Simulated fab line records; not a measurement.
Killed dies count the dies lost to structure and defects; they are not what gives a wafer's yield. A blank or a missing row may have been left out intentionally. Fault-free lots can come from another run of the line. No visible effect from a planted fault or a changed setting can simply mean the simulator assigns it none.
Matching of chambers + flow sky130 + SKY_POLY_GATE_ETCH_17 on rie si-01: 4 sister chambers
The step etches poly-Si in HBr/Cl2, stops on SiO2, target depth 180 nm, time 70.5 s. 4 wafers are shown with their chamber, then 8 later ones without.

== WAFERS PAIRED WITH THEIR CHAMBERS ==
| wafer  | chamber | drypump motor current A (A) |
|--------|---------|-----------------------------|
| L827.5 | 2       | 5.6                         |
| L830.5 | 3       | 6.6                         |
| L830.6 | 0       | 6.0                         |
| L836.1 | 1       | 6.3                         |

== WAFERS WHOSE CHAMBER IS MISSING ==
| wafer  | drypump motor current A (A) |
|--------|-----------------------------|
| L836.4 | 6.0                         |
| L836.5 | 5.6                         |
| L838.1 | 6.5                         |
| L838.2 | 6.4                         |
| L838.6 | 6.0                         |
| L840.2 | 6.0                         |
| L840.5 | 6.3                         |
| L840.6 | 5.6                         |

== THE CHAMBER EACH PASSED THROUGH ==
| wafer  | from the rows above     | in truth |
|--------|-------------------------|----------|
| L836.4 | 0                       | 0        |
| L836.5 | 2                       | 2        |
| L838.1 | 3                       | 3        |
| L838.2 | can't be placed: 1 or 3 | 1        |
| L838.6 | 0                       | 0        |
| L840.2 | 0                       | 0        |
| L840.5 | 1                       | 1        |
| L840.6 | 2                       | 2        |
Placed correctly: 7 of 8. Unplaceable from these rows: 1, with the true chamber sitting among the candidates in 1. Placed wrongly: 0.
How it was worked out, from the rows above alone: a wafer's distance from a chamber is the root of the sum, over the readings, of the square of ((its reading less the chamber's mean) divided by the reading's scatter). The wafer belongs to the nearest chamber; if the next one is less than 2 further off, it can't be placed. For every chamber, the mean is computed from those of its wafers that are shown. The scatter (one wafer shown for each chamber): square how far every hidden wafer sits from the nearest shown wafer, average those squares and take the square root.
